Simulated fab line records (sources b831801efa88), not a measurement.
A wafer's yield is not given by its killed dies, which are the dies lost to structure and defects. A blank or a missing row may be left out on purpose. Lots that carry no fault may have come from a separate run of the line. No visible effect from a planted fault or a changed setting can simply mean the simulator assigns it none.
Matching of chambers	flow sky130	SKY_PASSIVATION_CVD_02 on pecvd-04: 3 sister chambers
The step deposits Si3N4, target thk 540 nm. 16 wafers are shown with their chamber, then 8 later ones without.

WAFERS, EACH WITH ITS CHAMBER
wafer	chamber	heater-power-w (W)	heater-power-outer-w (W)	susceptor-temp-C (C)
L109.2	0	653	398	399.84
L109.3	1	666	344	400.33
L109.4	2	751	448	400.24
L113.1	2	711	415	400.10
L113.3	2	750	445	400.10
L113.4	1	668	367	399.94
L117.3	0	646	403	399.86
L117.5	0	546	297	400.22
L117.6	2	680	428	400.11
L120.2	2	792	492	400.00
L120.3	1	748	420	399.96
L120.4	0	539	316	399.61
L121.1	2	794	488	399.74
L121.5	2	805	502	399.65
L121.6	0	642	374	400.02
L123.3	0	653	389	400.00

SIGNATURES (means of the wafers above)
reading	chamber 0	chamber 1	chamber 2	scatter within a chamber
heater-power-w	613.17	694.00	754.71	50
heater-power-outer-w	362.83	377.00	459.71	39.4
susceptor-temp-C	399.9250	400.0767	399.9914	0.213
Rule: a wafer's distance from a chamber is the root of the sum, over the readings, of the square of ((its reading less the chamber's mean) divided by the reading's scatter). The wafer belongs to the nearest chamber; if the next one is less than 2 further off, it can't be placed. The scatter is the square root of a quotient: the sum, over the shown wafers, of each reading's squared deviation from its chamber's mean, divided by wafers minus chambers.

WAFERS WHOSE CHAMBER IS MISSING
wafer	heater-power-w (W)	heater-power-outer-w (W)	susceptor-temp-C (C)
L123.5	751	417	400.35
L123.6	678	410	399.87
L129.2	706	445	399.94
L129.5	773	470	400.07
L129.6	732	400	399.85
L132.1	803	491	399.75
L132.3	731	402	399.92
L132.5	738	413	400.05

WHICH CHAMBER EACH WENT THROUGH
wafer	from the rows above	in truth
L123.5	can't be placed: 1 or 2 or 0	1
L123.6	can't be placed: 1 or 0 or 2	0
L129.2	can't be placed: 2 or 1 or 0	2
L129.5	2	2
L129.6	can't be placed: 1 or 2 or 0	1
L132.1	2	2
L132.3	can't be placed: 1 or 2 or 0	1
L132.5	can't be placed: 2 or 1 or 0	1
2 of 8 placed correctly. Cannot be placed on the basis of these rows: 6; the candidates contain the true chamber in 6. Placed wrongly: 0.
